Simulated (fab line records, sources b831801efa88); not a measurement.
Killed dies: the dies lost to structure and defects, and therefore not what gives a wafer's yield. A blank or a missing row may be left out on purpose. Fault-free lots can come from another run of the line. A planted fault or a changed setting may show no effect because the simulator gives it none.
A struck lot beside a sound one -- flow gf180mcu -- 17 steps out of a route of 602
Sound: the wafers L669.2, L669.3, L669.6. Wafers L674.1, L674.3, L674.6 were the ones struck. Last of all comes the cause.
Each step with rows lists, per side, the tool, then ch with its chambers, then its first start. Under that, the readings that differ: sound wafers -- struck wafers -- difference of the means -- sigmas: that difference in standard deviations of wafers without a fault.
alike: a reading whose means differ by less than 2 such deviations, as well as words and numbers matching on both sides. not compared: withheld readings; readings where some wafer has no value; bounds like >300 that might hide an equal value; numbers whose values overlap and for which the record gives no deviation.
The two part at a step that has a row with sigmas, a row that says differs or no value, or rows on one side only. Numbers that don't overlap but have no deviation are shown without sigmas and don't part them. A reading that every wafer of one side lacks parts them only if that side has two wafers or more.

first, 1 step without rows for these wafers: GF_STI_OXIDATION_01 (stabilise 600 s, purge 300 s, target thk 10 nm).
GF_STI_THK_MEAS_02:
  sound: filmMetro-01 at day 3 23:31; struck: filmMetro-01 at day 5 00:31
  alike: STI_OXIDATION_THK
then, 1 step without rows for these wafers: GF_STI_CVD_03 (deposits Si3N4 from DCS/NH3, target thk 207.16 nm, time 3551 s).
GF_STI_THK_MEAS_04:
  sound: filmMetro-04 at day 4 01:34; struck: filmMetro-01 at day 5 02:34
reading,sound,struck,difference,sigmas
STI_CVD_03_THK (nm),202.3 204.2 203.9,210.9 211.6 211.0,+7.7,+3
then, 7 steps without rows for these wafers: GF_STI_DEHYDRATE_05 (time 60 s); GF_STI_HMDS_06 (prime time 60 s); GF_STI_COAT_07 (resist thk 700 nm); GF_STI_SOFTBAKE_08 (time 60 s); GF_STI_EXPOSE_09 (exposes mask COMP, target cd 220 nm); GF_STI_PEB_10 (peb time 90 s); GF_STI_DEVELOP_11 (develop time 60 s).
GF_STI_CD_MEAS_12: the cd target is 220 nm.
  sound: cdSem-02 at day 4 14:54; struck: cdSem-01 at day 5 16:49
  alike: cdNm
GF_STI_ETCH_13: etches the open film in CHF3/O2, stops on Si, target depth 282.31 nm, time 112.9 s.
  sound on rieDiel-03 ch 0,1,3, day 4 15:00; struck on rieDiel-04 ch 0,1, day 5 16:56
  no value came back on the struck wafers for any of 6 readings (O2_flow_sccm (sccm), biasW (W) and others); on the sound wafers O2_flow_sccm (sccm) reads 5.018 5.002 4.998
reading,sound,struck,difference,sigmas
model.KrF_of_STI_COAT_07.thkNm (nm),441.3 439.2 444.1,685.3 683.6 682.2,+242.2,
  not compared: rfHoursCounterH
GF_STI_ETCH_14: etches Si in HBr/Cl2/O2, target depth 360 nm, time 102.9 s.
  sound on rieSi-02 ch 1,2,3, day 4 15:05; struck on rieSi-02 ch 0,2, day 5 17:01
reading,sound,struck,difference,sigmas
model.KrF_of_STI_COAT_07.thkNm (nm),322.3 318.6 320.7,563.3 562.1 559.8,+241.2,
  alike: HBr_flow_sccm, O2_flow_sccm, drypumpMotorCurrentA, oesProductAu, rfFwdPowerW, throttleValvePct
  not compared: rfHoursCounterH
GF_STI_STRIP_15: strips in O2/N2.
  sound on plasmaAsher-03 ch 0,1, day 4 15:10; struck on plasmaAsher-01 ch 0,1, day 5 17:06
reading,sound,struck,difference,sigmas
oesProductAu (a.u.),0.384 0.385 0.391,0.482 0.486 0.483,+0.097,+23
stripTimeToEndpointS (s),3.73 3.72 3.72,6.21 6.21 6.20,+2.48,+58
  alike: drypumpMotorCurrentA, heaterPowerW, o2FlowSccm
  not compared: rfHoursCounterH
then, 1 step without rows for these wafers: GF_STI_CLEAN_16 (cleans in dHF, time 25 s).
-- the record jumps here: 28 days lie between the struck wafers' starts before and after (it left off in module STI and takes up again in module PASSIVATION, whose first step shown is number 602 of the route) --
GF_PASSIVATION_PROBE_99:
  only the struck wafers here have rows in the record (prober-01, day 34 00:12); the sound ones have none

WHERE THEY PART
Last at GF_PASSIVATION_PROBE_99 as far as this record goes, first at GF_STI_THK_MEAS_04.

WHY: what had been put in by the simulator
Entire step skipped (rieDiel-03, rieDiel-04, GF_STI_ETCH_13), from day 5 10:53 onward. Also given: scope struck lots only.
